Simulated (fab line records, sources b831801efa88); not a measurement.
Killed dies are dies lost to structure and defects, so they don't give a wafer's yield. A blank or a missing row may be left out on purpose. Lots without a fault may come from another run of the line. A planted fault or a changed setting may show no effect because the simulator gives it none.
One fault seen from 2 desks | flow sky130 | each desk has only its own numbers; what lay behind them comes last

THE TOOL OWNER'S DESK: cmp-02
The tool's own readings at SKY_VIA4_CMP_02 (polishes SiO2): means of the sampled wafers that have a number, for each lot that ran on this tool. A lot is out of limits, marked OUT, if its mean lies more than 4 standard deviations from the usual mean; the brackets give that distance.
Columns: A = motor_current_A at SKY_VIA4_CMP_02, usual 12.2 A
lot  | first seen here | A
L930 | day 42 14:28    | 12.6
L931 | day 43 09:47    | 12.2
L934 | day 43 21:25    | 11.4
L941 | day 45 15:28    | 13.3
This desk's finding: nothing out of limits on any of the 4 lots.

THE METROLOGY DESK
What the gauges read, lot by lot, whatever tool the lot ran on: means of the sampled wafers that have a number. A lot is out of limits, marked OUT, if its mean lies more than 4 standard deviations from the usual mean; the brackets give that distance.
Columns: A = PAD_OPEN_BOW at SKY_PAD_OPEN_BOW_MEAS_13, usual 47 um
lot  | first seen here | A
L928 | day 45 19:20    | 51
L929 | day 46 05:13    | 40
L930 | day 46 11:50    | 46
L933 | day 47 04:09    | 55
L931 | day 47 05:39    | 51
L932 | day 47 07:03    | 49
L934 | day 47 16:29    | 51
L941 | day 49 03:49    | 47
L942 | day 49 06:44    | 52
L943 | day 49 13:16    | 42
L945 | day 50 02:04    | 52
L950 | day 50 22:05    | 49
This desk's finding: nothing out of limits on any of the 12 lots.

PUT TOGETHER
The tool owner's desk saw nothing out of limits.
The metrology desk saw nothing out of limits.

WHAT THE SIMULATOR HAD PUT IN
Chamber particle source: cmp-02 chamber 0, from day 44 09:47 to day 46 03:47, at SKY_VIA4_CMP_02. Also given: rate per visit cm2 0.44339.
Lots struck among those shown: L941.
